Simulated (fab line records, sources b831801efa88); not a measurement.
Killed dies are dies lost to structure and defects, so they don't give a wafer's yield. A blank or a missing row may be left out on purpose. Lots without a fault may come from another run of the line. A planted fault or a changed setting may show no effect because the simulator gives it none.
A struck lot beside a sound one | flow sky130 | 37 steps out of a route of 708
Sound: wafers L598.2, L598.3, L598.4. Struck: wafers L606.1, L606.3. (L606.5 of the same lot was not struck and is left out.) The cause comes at the end.
At each step with rows: each side's tool, then ch and its chambers, then its first start. Under that, the readings that differ: sound wafers | struck wafers | difference of the means | sigmas: that difference in standard deviations of wafers without a fault.
alike: readings whose means differ by less than 2 such deviations, and words and numbers that are the same on both sides. not compared: withheld readings, readings that some wafer has no value for, bounds like >300 that may hide the same value, and numbers for which the record gives no deviation and whose values overlap.
The two part at a step that has a row with sigmas, a row that says differs or no value, or rows on one side only. Numbers that don't overlap but have no deviation are shown without sigmas and don't part them. A reading that every wafer of one side lacks parts them only if that side has two wafers or more.

first, 10 steps without rows for these wafers: SKY_VIA3_CLEAN_18 (cleans in IPA, time 180 s); SKY_VIA3_CLEAN_19 (cleans in O3/DIW); SKY_VIA3_SPUTTER_20 (material TiN, target thk 20 nm, time 80 s); SKY_VIA3_CVD_21 (deposits W, target thk 390 nm, time 117.31 s); SKY_VIA3_CMP_24 (polishes, stops on SiO2, t overpolish 20 s, target thk 0 nm); SKY_METAL4_SPUTTER_00 (material Ti, target thk 15 nm, time 10 s); SKY_METAL4_SPUTTER_01 (material TiN, target thk 20 nm, time 16.7 s); SKY_METAL4_SPUTTER_02 (material AlCu, target thk 735 nm, time 39.1 s); SKY_METAL4_SPUTTER_03 (material Ti, target thk 5 nm, time 3.3 s); SKY_METAL4_SPUTTER_04 (material TiN, target thk 70 nm, time 58.3 s).
SKY_CAP2M_CVD_00: deposits SiO2, target thk 15.5 nm.
  sound on pecvd-01 ch 0,1,2, day 43 10:13; struck on pecvd-01 ch 0,1, day 45 16:01
  reading                                | sound             | struck      | difference | sigmas
  model.SiO2_of_CAP2M_CVD_00.thk_nm (nm) | 14.95 15.66 15.58 | 8.735 8.887 | -6.586     |
  alike: heater_power_w
SKY_CAP2M_THK_MEAS_01:
  sound on film_metro-01, day 43 10:14; struck on film_metro-02, day 45 16:15
  reading               | sound             | struck    | difference | sigmas
  CAP2M_CVD_00_THK (nm) | 14.97 15.73 15.50 | 8.74 8.93 | -6.56      | -25
  not compared: hold
SKY_CAP2M_SPUTTER_02: material TiN, target thk 200 nm, time 166.7 s.
  sound on pvd_sputter-01, day 43 10:17; struck on pvd_sputter-03, day 45 18:46
  reading | sound | struck                                            | difference                   | sigmas
  hold    | - - - | await_dispo/2.5h/release await_dispo/2.5h/release | no value on the sound wafers |
  alike: throttle_valve_pct
then, 22 steps without rows for these wafers: SKY_CAP2M_DEHYDRATE_05 (time 60 s); SKY_CAP2M_HMDS_06 (prime time 60 s); SKY_CAP2M_COAT_07 (resist thk 1140 nm); SKY_CAP2M_SOFTBAKE_08 (time 60 s); SKY_CAP2M_EXPOSE_09 (exposes mask CAP2M, target cd 1000 nm); SKY_CAP2M_PEB_10; SKY_CAP2M_DEVELOP_11 (develop time 60 s); SKY_CAP2M_METAL_ETCH_13 (etches TiN in Cl2/BCl3, stops on SiO2, target depth 220 nm, time 62.9 s); SKY_CAP2M_STRIP_14 (strips in O2/N2); SKY_CAP2M_STRIP_15 (strips in post etch residue remover, time 1200 s); SKY_CAP2M_CLEAN_16 (cleans in IPA, time 180 s); SKY_CAP2M_CLEAN_17 (cleans in O3/DIW); SKY_METAL4_DEHYDRATE_05 (time 60 s); SKY_METAL4_HMDS_06 (prime time 60 s); SKY_METAL4_COAT_07 (resist thk 60 nm); SKY_METAL4_COAT_08 (resist thk 1140 nm); SKY_METAL4_SOFTBAKE_09 (time 90 s); SKY_METAL4_EXPOSE_10 (exposes mask MM4, target cd 300 nm); SKY_METAL4_PEB_11; SKY_METAL4_DEVELOP_12 (develop time 60 s); SKY_METAL4_DESCUM_15 (chemistry O2, time 8 s); SKY_METAL4_ETCH_16 (etches BARC in N2/H2, stops on SiO2, time 88.2 s, target depth 60 nm).
SKY_METAL4_ETCH_17: etches SiO2 in C4F8/O2/Ar, stops on TiN, time 3.9 s, target depth 15 nm.
  sound on rie_diel-02 ch 0,2,3, day 45 16:57; struck on rie_diel-03 ch 1,2, day 47 10:18
  reading                  | sound             | struck      | difference | sigmas
  oes_product_au (a.u.)    | 0.737 0.757 0.761 | 0.600 0.595 | -0.154     | -20
  model.etch.depth_nm (nm) | 14.95 15.66 15.58 | 8.735 8.887 | -6.586     |
  alike: chamber_pressure_mTorr
  not compared: rf_hours_counter_h
-- the record jumps here: 3 days lie between the struck wafers' starts before and after (it left off in module METAL4 and takes up again in module PAD_OPEN, whose first step shown is number 708 of the route) --
SKY_PAD_OPEN_PROBE_99:
  sound on prober-02, day 49 08:02; struck on prober-02, day 50 17:59
  reading                               | sound              | struck              | difference | sigmas
  model.etest.tester.sort_n_pass        | 416 400 407        | 0 0                 | -408       |
  model.etest.tester.sort_yield_pct (%) | 84.55 81.3 82.72   | 0 0                 | -83        |
  model.etest.tester.sort_bin_5_pct (%) | 8.333 10.57 9.959  | 93.29 93.7          | +83.87     |
  model.etest.cap_mim2.bv_v (V)         | 13.29 13.74 14.01  | 7.779 8.028         | -5.776     |
  model.etest.cap_mim2.leak_log10_a_cm2 | -8.8 -8.963 -9.171 | -5.927 -5.916       | +3.056     |
  model.etest.cap_mim2.c_ff_um2         | 2.417 2.331 2.338  | 4.142 4.071         | +1.745     |
  model.etest.tester.sort_bin_4_pct (%) | 0 0 0              | 3.19e-05 7.246e-07  | +1.63e-05  |
  model.etest.tester.sort_bin_8_pct (%) | 0 0 0              | 9.864e-34 5.103e-30 | +2.552e-30 |
  alike: defect_limited_yield, killed_at_M0_to_M3, killed_at_M4_up, killed_at_contacts, killed_at_front_end, killed_at_other, killed_dies, killed_open, killed_short

WHERE THEY PART
First at SKY_CAP2M_THK_MEAS_01; last, within this record, at SKY_METAL4_ETCH_17. Later steps at which nothing parts them and some readings are alike: SKY_PAD_OPEN_PROBE_99.

WHY: what the simulator had put in
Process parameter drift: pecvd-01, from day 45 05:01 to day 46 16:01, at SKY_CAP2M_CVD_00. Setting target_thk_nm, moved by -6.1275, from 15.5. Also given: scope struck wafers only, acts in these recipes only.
